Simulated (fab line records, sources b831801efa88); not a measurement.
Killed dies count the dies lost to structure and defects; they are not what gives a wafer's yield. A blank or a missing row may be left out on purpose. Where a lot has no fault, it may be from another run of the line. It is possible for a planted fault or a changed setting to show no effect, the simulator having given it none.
fab line records -- flow sky130
record: lots: 6, wafers: 18, lastDay: 50
route steps=708 shown VIA1@460 PAD_OPEN@708
lots untouched by any fault: they come from a run of this same line in which no faults occurred
startH: hours from the record's first day to the start of the lot's first wafer shown -- waitH: hours elapsed since this lot's preceding step -- " identical to the entry in the row above -- L1.1+2: a single row standing in for several wafers -- - no value, or no start was given -- * or withheld: withheld -- < > ~ a bound
route shown NAME@n: a module of which the file shows steps, and the number in the route of the first -- usual: mean/standard deviation of fault-free wafers -- same: alike in all rows -- chamber/n: place in a boat -- sites: readings site by site -- _std_site: the standard deviation of these -- _edge_site: outer sites' mean less inner sites' -- radiusMm: how far each site lies from the wafer's centre -- mask NAME#n: copy n -- behind: the last tool/chamber to shape the wafer -- hold: why the lot was held/for how many hours/how that ended -- device: whichever transistor did not switch (one of n, p or np) -- end of line: at the end of the route, the tests of the same wafers -- a step with no rows: only its recipe -- killed: dies lost to structure and defects at the first sort, not the wafer's yield -- map: a wafer's dies, x killed, . not, _ none there
set.NAME: the setting the step ran with; set.NAME@STEP: the setting that earlier step ran with -- model.NAME: the simulator's own value behind a step, which no gauge read
lots seen at some steps along the route; tables by step, rows by wafer
services: from which hour (startH, from the record's first day; less than 0 if before it) a tool's chamber was out of use, for how many hours, and why
== steps ==
step: SKY_VIA1_CMP_02
recipe: material: SiO2, downForcePsi: 4, platenRpm: 60, padVelocityMS: 0.94248
usual: motorCurrentA: 12.1/1.1
lot.wafer,tool,chamber,startH,waitH,motorCurrentA
L547.3,cmp-01,1,795.33,0.1,12.2
L547.2,cmp-01,2,795.33,0.1,12.5
L547.6,cmp-01,3,795.33,0.1,11.1
L550.1,cmp-01,1,815.88,0.1,11.8
L550.4,cmp-01,0,815.88,0.1,11.6
L550.6,cmp-01,1,815.88,0.1,12.3
L553.1,cmp-01,3,834.18,0.1,10.9
L553.3,cmp-01,0,834.18,0.1,12.1
L553.5,cmp-01,3,834.18,0.1,10.9
L560.4,cmp-01,2,900.25,0.0,13.1
L560.2,cmp-01,1,900.25,0.0,11.6
L560.6,cmp-01,3,900.25,0.0,10.8
L561.1,cmp-02,2,916.37,0.1,11.4
L561.2,cmp-02,3,916.37,0.1,10.6
L561.3,cmp-02,1,916.37,0.1,12.7
L567.1,cmp-01,0,938.73,0.1,11.4
L567.6,cmp-01,0,938.73,0.1,11.8
L567.5,cmp-01,1,938.73,0.1,12.1
step: SKY_VIA1_BOW_MEAS_03
recipe: mode: bow
usual: VIA1_BOW: 79/7.6
lot.wafer,tool,chamber,startH,waitH,VIA1_BOW[um]
L547.2,filmMetro-02,-,795.55,0.1,71
L547.3,filmMetro-02,-,795.55,0.1,75
L547.6,filmMetro-02,-,795.55,0.1,72
L550.1,filmMetro-02,-,816.18,0.2,70
L550.4,filmMetro-02,-,816.18,0.2,75
L550.6,filmMetro-02,-,816.18,0.2,76
L553.1,filmMetro-04,-,834.48,0.2,75
L553.3,filmMetro-04,-,834.48,0.2,76
L553.5,filmMetro-04,-,834.48,0.2,80
L560.2,filmMetro-04,-,900.57,0.1,85
L560.4,filmMetro-04,-,900.57,0.1,96
L560.6,filmMetro-04,-,900.57,0.1,80
L561.1,filmMetro-04,-,916.67,0.2,77
L561.2,filmMetro-04,-,916.67,0.2,90
L561.3,filmMetro-04,-,916.67,0.2,77
L567.1,filmMetro-01,-,939.03,0.2,89
L567.5,filmMetro-01,-,939.03,0.2,84
L567.6,filmMetro-01,-,939.03,0.2,90
step: SKY_VIA1_DEHYDRATE_04
recipe: tempC: 200, timeS: 60
step: SKY_VIA1_HMDS_05
recipe: primeTimeS: 60, primeTempC: 120
step: SKY_VIA1_COAT_06
recipe: resist: BARC, tempC: withheld, timeS: withheld, spinRpm: 3000, resistThkNm: 60
step: SKY_VIA1_COAT_07
recipe: resist: KrF-thick, spinRpm: 3000, resistThkNm: 450
step: SKY_VIA1_SOFTBAKE_08
recipe: tempC: 100, timeS: 90, resist: KrF-thick
step: SKY_VIA1_EXPOSE_09
recipe: maskId: VIM, na: 0.8, sourceShape: annular, sigmaInner: 0.55, sigmaOuter: 0.85, targetCdNm: 150, doseMj: 38
step: SKY_VIA1_PEB_10
recipe: pebTempC: withheld, pebTimeS: withheld, resist: KrF-thick
step: SKY_VIA1_DEVELOP_11
recipe: developTimeS: 60, resist: KrF-thick, devTempC: 21
step: SKY_VIA1_CD_MEAS_12
recipe: targetCdNm: 150
usual: cdNm: 149.4/1.4
lot.wafer,tool,chamber,startH,waitH,cdNm
L547.2,cdSem-01,-,822.59,-,149.1
L547.3,cdSem-01,-,822.59,-,149.4
L547.6,cdSem-01,-,822.59,-,148.6
L550.1,cdSem-01,-,842.89,-,149.1
L550.4,cdSem-01,-,842.89,-,149.8
L550.6,cdSem-01,-,842.89,-,152.1
L553.1,cdSem-02,-,861.74,-,147.4
L553.3,cdSem-02,-,861.74,-,148.1
L553.5,cdSem-02,-,861.74,-,149.4
L560.2,cdSem-01,-,925.62,-,148.6
L560.4,cdSem-01,-,925.62,-,150.3
L560.6,cdSem-01,-,925.62,-,148.7
L561.1,cdSem-02,-,941.99,-,148.8
L561.2,cdSem-02,-,941.99,-,148.0
L561.3,cdSem-02,-,941.99,-,149.1
L567.1,cdSem-02,-,963.75,-,148.0
L567.5,cdSem-02,-,963.75,-,149.6
L567.6,cdSem-02,-,963.75,-,149.7
step: SKY_VIA1_OVL_MEAS_13
usual: VIA1_OVL: -3/5.2
lot.wafer,tool,chamber,startH,waitH,VIA1_OVL[nm]
L547.2,overlay-02,-,822.69,0.1,-1
L547.3,overlay-02,-,822.69,0.1,-5
L547.6,overlay-02,-,822.69,0.1,-6
L550.1,overlay-01,-,843.01,0.1,-6
L550.4,overlay-01,-,843.01,0.1,-4
L550.6,overlay-01,-,843.01,0.1,3
L553.1,overlay-02,-,861.86,0.1,1
L553.3,overlay-02,-,861.86,0.1,5
L553.5,overlay-02,-,861.86,0.1,0
L560.2,overlay-02,-,925.72,0.1,-4
L560.4,overlay-02,-,925.72,0.1,1
L560.6,overlay-02,-,925.72,0.1,-3
L561.1,overlay-01,-,942.11,0.1,-7
L561.2,overlay-01,-,942.11,0.1,-6
L561.3,overlay-01,-,942.11,0.1,-10
L567.1,overlay-01,-,963.87,0.1,-2
L567.5,overlay-01,-,963.87,0.1,-4
L567.6,overlay-01,-,963.87,0.1,-4
step: SKY_VIA1_ETCH_14
recipe: chemistry: N2/H2, target: BARC, ionEnergyEv: 200, sourceW: 500, biasW: 100, pressureMtorr: 30, n2FlowSccm: 100, h2FlowSccm: 200, stopOn: SiO2, timeS: 45.9, targetDepthA: 600
usual: drypumpMotorCurrentA: 5.5/0.41, oesProductAu: 0.855/0.0048, runLengthS: 74.2/0.49, throttleValvePct: 13.224/0.0092
lot.wafer,tool,chamber,startH,waitH,drypumpMotorCurrentA,oesProductAu,rfHoursCounterH,runLengthS,throttleValvePct,model.KrF-thick_of_VIA1_COAT_07.thkNm
L547.2,rieDiel-02,0,822.72,0.0,5.8,0.859,6,74.8,13.216,389.2
L547.3,rieDiel-02,3,822.72,0.0,5.8,0.854,11,74.9,13.222,392.1
L547.6,rieDiel-02,2,822.72,0.0,5.5,0.858,-,74.7,13.218,391.2
L550.1,rieDiel-02,3,843.04,0.0,5.8,0.856,12,74.7,13.203,393.6
L550.4,rieDiel-02,2,843.04,0.0,5.5,0.859,4,74.7,13.231,392.4
L550.6,rieDiel-02,3,843.04,0.0,5.8,0.853,-,74.7,13.231,393.5
L553.1,rieDiel-01,3,861.89,0.0,5.0,0.860,12,74.2,13.220,394.2
L553.3,rieDiel-01,1,861.89,0.0,5.4,0.858,6,73.4,13.229,394.5
L553.5,rieDiel-01,0,861.89,0.0,5.1,0.853,-,73.7,13.227,392.8
L560.2,rieDiel-01,1,925.75,0.0,5.5,0.855,7,74.1,13.207,393.8
L560.4,rieDiel-01,2,925.75,0.0,5.4,0.856,7,73.8,13.223,394.3
L560.6,rieDiel-01,3,925.75,0.0,5.0,0.891,-,71.6,13.229,396.4
L561.1,rieDiel-01,3,942.14,0.0,5.0,0.906,15,72.1,13.253,396.3
L561.2,rieDiel-01,1,942.14,0.0,5.4,0.856,7,73.6,13.220,393.7
L561.3,rieDiel-01,0,942.14,0.0,5.1,0.852,1,73.8,13.225,394
L567.1,rieDiel-02,2,963.90,0.0,5.5,0.855,8,74.5,13.218,393.7
L567.5,rieDiel-02,1,963.90,0.0,6.0,0.857,-,74.0,13.240,392.9
L567.6,rieDiel-02,2,963.90,0.0,5.5,0.858,-,74.6,13.221,394.8
step: SKY_VIA1_ETCH_15
recipe: target: SiO2, chemistry: C4F8/O2/Ar, targetDepthNm: 351, stopOn: TiN, maskMaterial: KrF-thick, sourceW: 1500, biasW: 1200, pressureMtorr: 40, c4f8FlowSccm: withheld, O2_flow_sccm: 6, Ar_flow_sccm: 300, timeS: 54
usual: oesProductAu: 0.982/0.0052, runLengthS: 82.3/0.49
lot.wafer,tool,chamber,startH,waitH,oesProductAu,rfHoursCounterH,runLengthS,model.KrF-thick_of_VIA1_COAT_07.thkNm
L547.2,rieDiel-02,0,822.76,0.0,0.983,6,82.7,318.4
L547.3,rieDiel-02,3,822.76,0.0,0.974,11,82.5,322.9
L547.6,rieDiel-02,2,822.76,0.0,0.982,-,83.0,321.2
L550.1,rieDiel-02,3,843.08,0.0,0.980,12,82.6,323.8
L550.4,rieDiel-02,2,843.08,0.0,0.978,4,82.8,322.1
L550.6,rieDiel-02,3,843.08,0.0,0.985,-,82.7,323.4
L553.1,rieDiel-01,3,861.93,0.0,0.975,12,82.9,325.4
L553.3,rieDiel-01,1,861.93,0.0,0.974,6,81.6,325.2
L553.5,rieDiel-01,0,861.93,0.0,0.984,-,82.1,324.1
L560.2,rieDiel-01,1,925.80,0.0,0.982,7,81.5,323.2
L560.4,rieDiel-01,2,925.80,0.0,0.985,7,81.4,324.5
L560.6,rieDiel-01,3,925.80,0.0,0.984,-,82.4,326.2
L561.1,rieDiel-01,3,942.18,0.0,0.980,15,82.5,326.5
L561.2,rieDiel-01,1,942.18,0.0,0.978,7,81.6,323.2
L561.3,rieDiel-01,0,942.18,0.0,0.994,1,81.9,323.7
L567.1,rieDiel-02,2,963.97,0.0,0.980,8,82.8,323.9
L567.5,rieDiel-02,1,963.97,0.0,0.982,-,82.0,322.3
L567.6,rieDiel-02,2,963.97,0.0,0.999,-,82.7,324.9
step: SKY_VIA1_STRIP_16
recipe: chemistry: O2/N2, powerW: 1400, pressureMtorr: 1500, platenTempC: withheld, o2FlowSccm: 3000, n2FlowSccm: 300, overashFraction: 0.5
usual: drypumpMotorCurrentA: 5.5/0.42, oesProductAu: 0.416/0.0047, stripTimeToEndpointS: 4.467/0.018
lot.wafer,tool,chamber,startH,waitH,drypumpMotorCurrentA,oesProductAu,rfHoursCounterH,stripTimeToEndpointS
L547.2,plasmaAsher-03,1,822.81,0.0,5.8,0.413,102,4.409
L547.3,plasmaAsher-03,0,822.81,0.0,5.0,0.417,-,4.444
L547.6,plasmaAsher-03,1,822.81,0.0,5.8,0.418,-,4.461
L550.1,plasmaAsher-01,1,843.13,0.0,5.4,0.421,12,4.476
L550.4,plasmaAsher-01,0,843.13,0.0,6.1,0.418,-,4.467
L550.6,plasmaAsher-01,1,843.13,0.0,5.4,0.419,-,4.480
L553.1,plasmaAsher-01,0,861.98,0.0,6.1,0.411,14,4.467
L553.3,plasmaAsher-01,1,861.98,0.0,5.4,0.414,-,4.494
L553.5,plasmaAsher-01,0,861.98,0.0,6.1,0.422,-,4.485
L560.2,plasmaAsher-03,1,925.84,0.0,5.8,0.426,114,4.484
L560.4,plasmaAsher-03,0,925.84,0.0,5.0,0.422,-,4.476
L560.6,plasmaAsher-03,1,925.84,0.0,5.9,0.417,-,4.481
L561.1,plasmaAsher-03,0,942.23,0.0,5.0,0.405,116,4.483
L561.2,plasmaAsher-03,1,942.23,0.0,5.9,0.421,116,4.473
L561.3,plasmaAsher-03,1,942.23,0.0,5.9,0.420,-,4.488
L567.1,plasmaAsher-03,0,964.04,0.0,5.0,0.420,118,4.481
L567.5,plasmaAsher-03,0,964.04,0.0,5.0,0.421,-,4.469
L567.6,plasmaAsher-03,1,964.04,0.0,5.8,0.413,-,4.472
step: SKY_PAD_OPEN_PROBE_99
usual: defectLimitedYield: 82.4/2.1, killed_at_M0_to_M3: 43/7.4, killed_at_M4_up: 3.1/1.9, killedAtContacts: 25/5.4, killedAtFrontEnd: 15/4.3, killedAtOther: 0.3/0.54, killedDies: 86/10, killedOnRim: 17/4, killedOpen: 46/7.4, killedShort: 40/7, sort_bin_3_pad_short: 0.9/0.39, sort_bin_5_function: 10.3/1.6, sort_bin_6_memory: 6.4/1.1, sortNPass: 406/10, sortYieldPct: 82.4/2.1
same: grossDies: 492, killedAtBackSide: 0, sort_bin_4_leakage[%]: 0, sort_bin_8_speed[%]: 0
lot.wafer,tool,chamber,startH,waitH,defectLimitedYield[%],killed_at_M0_to_M3,killed_at_M4_up,killedAtContacts,killedAtFrontEnd,killedAtOther,killedDies,killedOnRim,killedOpen,killedShort,sort_bin_3_pad_short[%],sort_bin_5_function[%],sort_bin_6_memory[%],sortNPass,sortYieldPct[%]
L547.2,prober-02,-,1097.85,0.1,79.9,53,4,30,12,0,99,17,58,41,0.6,12.2,7.3,393,79.9
L547.3,prober-02,-,1097.90,0.2,84.1,30,2,29,16,1,78,13,42,36,0.6,9.1,6.1,414,84.1
L547.6,prober-02,-,1098.05,0.2,81.7,47,6,23,14,0,90,14,49,41,0.8,10.4,7.1,402,81.7
L550.1,prober-01,-,1114.21,0.1,84.8,39,3,14,18,1,75,18,41,34,0.8,8.7,5.7,417,84.8
L550.4,prober-01,-,1114.36,0.2,81.9,37,2,41,9,0,89,15,46,43,0.6,9.8,7.7,403,81.9
L550.6,prober-01,-,1114.46,0.2,80.7,52,1,30,12,0,95,21,60,35,0.8,11.4,7.1,397,80.7
L553.1,prober-02,-,1130.58,0.1,84.8,33,5,19,17,1,75,17,38,37,1.4,8.1,5.7,417,84.8
L553.3,prober-02,-,1130.68,0.2,79.9,53,2,31,13,0,99,15,62,37,1.2,13.2,5.7,393,79.9
L553.5,prober-02,-,1130.78,0.2,82.9,55,0,21,8,0,84,25,40,44,0.4,10.4,6.3,408,82.9
L560.2,prober-01,-,1175.61,0.1,83.3,36,7,19,20,0,82,19,46,34,0.4,11.0,5.3,410,83.3
L560.4,prober-01,-,1175.71,0.2,81.1,43,5,28,17,0,93,20,55,38,0.8,10.8,7.3,399,81.1
L560.6,prober-01,-,1175.81,0.2,85.8,36,3,13,16,2,70,13,37,32,0.8,8.3,5.1,422,85.8
L561.1,prober-02,-,1187.52,0.1,83.3,37,3,27,15,0,82,14,58,24,1.0,8.9,6.7,410,83.3
L561.2,prober-02,-,1187.57,0.1,78.3,48,3,30,26,0,107,16,56,50,1.8,12.2,7.7,385,78.3
L561.3,prober-02,-,1187.62,0.2,78.3,46,1,37,22,1,107,23,64,43,0.6,15.9,5.3,385,78.3
L567.1,prober-02,-,1204.04,0.1,82.5,37,5,24,19,1,86,19,49,37,1.0,8.7,7.7,406,82.5
L567.5,prober-02,-,1204.24,0.2,85.8,42,3,14,11,0,70,17,42,28,0.8,7.3,6.1,422,85.8
L567.6,prober-02,-,1204.29,0.2,86.2,37,0,22,8,1,68,15,37,31,0.8,6.9,6.1,424,86.2
killed by level:class
L547.2 VIA1:geometricParticle:open=14 CONTACT:geometricParticle:open=13 LI_CONTACT:geometricParticle:open=10 METAL2:geometricParticle:short=9 VIA1:geometricParticle:short=7 FIELD_ISO:geometricParticle:open=4 CONTACT:geometricParticle:short=4 METAL3:geometricParticle:short=4
L547.3 LI_CONTACT:geometricParticle:open=10 CONTACT:geometricParticle:open=8 METAL2:geometricParticle:short=6 FIELD_ISO:geometricParticle:open=5 FIELD_ISO:geometricParticle:short=5 LOCAL_INTERCONNECT:geometricParticle:short=5 VIA3:geometricParticle:open=5 POLY_GATE:geometricParticle:open=4
L547.6 VIA1:geometricParticle:open=15 CONTACT:geometricParticle:open=8 LI_CONTACT:geometricParticle:open=6 VIA2:geometricParticle:open=6 VIA3:geometricParticle:open=5 METAL4:geometricParticle:short=5 FIELD_ISO:geometricParticle:short=4 CONTACT:geometricParticle:short=4
L550.1 VIA1:geometricParticle:open=10 FIELD_ISO:geometricParticle:open=8 METAL2:geometricParticle:short=7 CONTACT:geometricParticle:open=6 VIA2:geometricParticle:open=5 FIELD_ISO:geometricParticle:short=4 LI_CONTACT:geometricParticle:open=4 VIA1:geometricParticle:short=3
L550.4 CONTACT:geometricParticle:open=16 CONTACT:geometricParticle:short=10 VIA1:geometricParticle:open=8 VIA2:geometricParticle:short=7 VIA2:geometricParticle:open=7 LI_CONTACT:geometricParticle:open=6 LOCAL_INTERCONNECT:geometricParticle:short=5 FIELD_ISO:geometricParticle:open=4
L550.6 VIA1:geometricParticle:open=15 CONTACT:geometricParticle:open=14 LI_CONTACT:geometricParticle:open=8 METAL2:geometricParticle:short=8 VIA2:geometricParticle:open=7 VIA3:geometricParticle:open=6 FIELD_ISO:geometricParticle:open=4 METAL1:geometricParticle:short=4
L553.1 VIA1:geometricParticle:open=9 CONTACT:geometricParticle:short=7 FIELD_ISO:geometricParticle:open=6 CONTACT:geometricParticle:open=6 METAL4:geometricParticle:short=5 POLY_GATE:geometricParticle:short=4 VIA2:geometricParticle:open=4 VIA3:geometricParticle:short=4
L553.3 VIA1:geometricParticle:open=13 VIA2:geometricParticle:open=11 CONTACT:geometricParticle:open=10 LI_CONTACT:geometricParticle:open=9 VIA1:geometricParticle:short=8 METAL2:geometricParticle:short=5 VIA3:geometricParticle:open=5 FIELD_ISO:geometricParticle:open=4
L553.5 VIA1:geometricParticle:open=14 CONTACT:geometricParticle:open=10 METAL1:geometricParticle:short=8 VIA1:geometricParticle:short=6 METAL2:geometricParticle:short=5 VIA2:geometricParticle:open=5 METAL3:geometricParticle:short=5 VIA3:geometricParticle:short=5
L560.2 VIA1:geometricParticle:open=11 FIELD_ISO:geometricParticle:short=10 VIA2:geometricParticle:open=9 CONTACT:geometricParticle:open=8 CONTACT:geometricParticle:short=5 VIA1:geometricParticle:short=4 LI_CONTACT:geometricParticle:open=4 METAL4:geometricParticle:short=4
L560.4 CONTACT:geometricParticle:open=15 VIA1:geometricParticle:open=13 FIELD_ISO:geometricParticle:short=7 LI_CONTACT:geometricParticle:open=6 VIA3:geometricParticle:open=6 POLY_GATE:geometricParticle:short=4 VIA1:geometricParticle:short=4 VIA2:geometricParticle:open=4
L560.6 VIA1:geometricParticle:open=8 METAL1:geometricParticle:short=6 VIA2:geometricParticle:open=6 CONTACT:geometricParticle:open=5 POLY_GATE:geometricParticle:open=4 LOCAL_INTERCONNECT:geometricParticle:short=4 FIELD_ISO:geometricParticle:open=3 SPACER:geometricParticle:short=3
L561.1 CONTACT:geometricParticle:open=17 VIA1:geometricParticle:open=14 VIA3:geometricParticle:open=6 POLY_GATE:geometricParticle:open=5 VIA1:geometricParticle:short=5 POLY_GATE:geometricParticle:short=4 CONTACT:geometricParticle:short=3 METAL1:geometricParticle:short=3
L561.2 CONTACT:geometricParticle:open=15 VIA1:geometricParticle:open=13 FIELD_ISO:geometricParticle:short=8 VIA1:geometricParticle:short=8 FIELD_ISO:geometricParticle:open=7 CONTACT:geometricParticle:short=6 VIA3:geometricParticle:open=6 POLY_GATE:geometricParticle:short=5
L561.3 VIA1:geometricParticle:open=17 CONTACT:geometricParticle:open=13 CONTACT:geometricParticle:short=10 POLY_GATE:geometricParticle:open=9 FIELD_ISO:geometricParticle:open=6 LOCAL_INTERCONNECT:geometricParticle:short=5 VIA2:geometricParticle:short=4 LI_CONTACT:geometricParticle:open=4
L567.1 VIA1:geometricParticle:open=15 CONTACT:geometricParticle:short=7 CONTACT:geometricParticle:open=7 POLY_GATE:geometricParticle:open=5 VIA1:geometricParticle:short=5 SPACER:geometricParticle:short=4 VIA3:geometricParticle:open=4 FIELD_ISO:geometricParticle:short=3
L567.5 VIA1:geometricParticle:open=13 FIELD_ISO:geometricParticle:short=5 VIA2:geometricParticle:open=5 FIELD_ISO:geometricParticle:open=4 LI_CONTACT:geometricParticle:open=4 CONTACT:geometricParticle:open=4 VIA1:geometricParticle:short=4 METAL2:geometricParticle:open=4
L567.6 VIA1:geometricParticle:open=9 CONTACT:geometricParticle:open=8 METAL1:geometricParticle:short=6 LI_CONTACT:geometricParticle:open=5 METAL3:geometricParticle:short=5 LOCAL_INTERCONNECT:geometricParticle:short=4 METAL2:geometricParticle:short=4 VIA3:geometricParticle:open=3
== services ==
tool,chamber,startH,hours,kind
cmp-02,-,817.57,0.8,repair
plasmaAsher-03,-,821.21,1.3,repair
cmp-02,-,837.78,4.6,pm
rieDiel-01,1,862.68,7.6,repair
cmp-01,-,869.16,5.3,pm
rieDiel-01,2,870.07,30.1,repair
rieDiel-01,1,871.21,17.7,repair
cmp-02,-,874.69,11.1,pm
rieDiel-01,-,889.09,15.6,pm
plasmaAsher-03,-,897.97,4.3,pm
rieDiel-01,0,904.69,-,clean
rieDiel-01,0,904.69,12.5,scheduledDown
rieDiel-01,0,904.69,12.5,ventCycle
cmp-02,-,912.06,4.0,pm
cmp-02,-,914.04,1.4,repair
cmp-02,-,916.06,-,consumableReplace:conditioner
cmp-02,-,916.06,-,consumableReplace:pad
cmp-02,-,937.76,2.3,repair
cmp-01,-,941.52,5.0,repair
rieDiel-01,3,944.06,4.6,repair
rieDiel-02,0,950.75,7.5,repair
rieDiel-02,3,959.75,7.5,repair
plasmaAsher-01,-,960.59,14.3,repair
rieDiel-02,0,961.73,7.6,repair
== key ==
firstSign: step: SKY_VIA1_ETCH_14, reading: oesProductAu, direction: up, sigmas: 9, usual: 0.855, struck: 0.898
effect: step: SKY_VIA1_ETCH_14, reading: runLengthS, direction: down, sigmas: 4.9, usual: *, struck: *
modelEffect: step: SKY_VIA1_ETCH_14, value: KrF-thick_of_VIA1_COAT_07.thkNm, without: 394.1, struck: 396.3
modelEffect: step: SKY_VIA1_ETCH_15, value: KrF-thick_of_VIA1_COAT_07.thkNm, without: 324.1, struck: 326.3
metAt SKY_VIA1_ETCH_14
struckWafers L560.6,L561.1
onsetBetween 861.89 925.75
fault: kind: processParameterDrift, tool: rieDiel-01, chamber: 3, onsetH: 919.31, steps: SKY_VIA1_ETCH_14, channel: timeS, offset: *, shape: step, endH: 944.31, actsIn: *, stated: *
